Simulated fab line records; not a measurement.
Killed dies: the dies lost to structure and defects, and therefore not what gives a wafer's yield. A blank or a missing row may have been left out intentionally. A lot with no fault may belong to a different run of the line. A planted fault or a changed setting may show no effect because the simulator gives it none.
Matching of chambers | flow sky130 | SKY_PAD_OPEN_ETCH_07 on rie-diel-04: 4 sister chambers
The step etches the open film in CF4/O2, stops on AlCu, target depth 725 nm, time 161.1 s. 14 wafers are shown with their chamber, then 6 later ones without.

## WAFERS WITH THEIR CHAMBER
wafer  | chamber | drypump-motor-current-A (A) | oes-product-au (a.u.) | throttle-valve-pct (%)
L415.2 | 3       | 5.57                        | 0.974                 | 5.958
L415.3 | 1       | 6.06                        | 0.976                 | 5.961
L415.4 | 2       | 5.60                        | 0.980                 | 5.985
L417.1 | 2       | 5.54                        | 0.969                 | 5.964
L417.3 | 3       | 5.53                        | 0.981                 | 5.992
L417.4 | 1       | 6.02                        | 0.982                 | 5.967
L419.1 | 3       | 5.52                        | 0.981                 | 5.955
L419.2 | 2       | 5.57                        | 0.975                 | 5.968
L419.6 | 3       | 5.55                        | 0.979                 | 5.965
L422.2 | 3       | 5.52                        | 0.970                 | 5.965
L422.4 | 0       | 5.84                        | 0.999                 | 5.968
L429.1 | 2       | 5.63                        | 0.967                 | 5.969
L429.2 | 3       | 5.58                        | 0.983                 | 5.962
L429.4 | 0       | 5.81                        | 0.980                 | 5.964

SIGNATURES (means of the wafers above)
reading                 | chamber 0 | chamber 1 | chamber 2 | chamber 3 | scatter within a chamber
drypump-motor-current-A | 5.8250    | 6.0400    | 5.5850    | 5.5450    | 0.0302
oes-product-au          | 0.98950   | 0.97900   | 0.97275   | 0.97800   | 0.00654
throttle-valve-pct      | 5.96600   | 5.96400   | 5.97150   | 5.96617   | 0.0108
Rule: a wafer's distance from a chamber is the root of the sum, over the readings, of the square of ((its reading less the chamber's mean) divided by the reading's scatter). The wafer belongs to the nearest chamber; if the next one is less than 2 further off, it can't be placed. The scatter: take each reading less its chamber's mean, square it, sum over the shown wafers, divide by the number of wafers less the number of chambers, and take the root.

## WAFERS WHOSE CHAMBER IS MISSING
wafer  | drypump-motor-current-A (A) | oes-product-au (a.u.) | throttle-valve-pct (%)
L433.1 | 6.03                        | 0.968                 | 5.960
L433.3 | 5.52                        | 0.963                 | 5.958
L433.6 | 5.54                        | 0.979                 | 5.953
L437.2 | 6.03                        | 0.970                 | 5.962
L437.3 | 5.81                        | 0.965                 | 5.954
L437.6 | 5.81                        | 0.976                 | 5.969

## CHAMBER TAKEN BY EACH
wafer  | from the rows above     | in truth
L433.1 | 1                       | 1
L433.3 | can't be placed: 3 or 2 | 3
L433.6 | can't be placed: 3 or 2 | 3
L437.2 | 1                       | 1
L437.3 | 0                       | 0
L437.6 | 0                       | 0
4 of 6 placed correctly. Can't be placed from these rows: 2 (the true chamber is among the candidates in 2). Placed wrongly: 0.
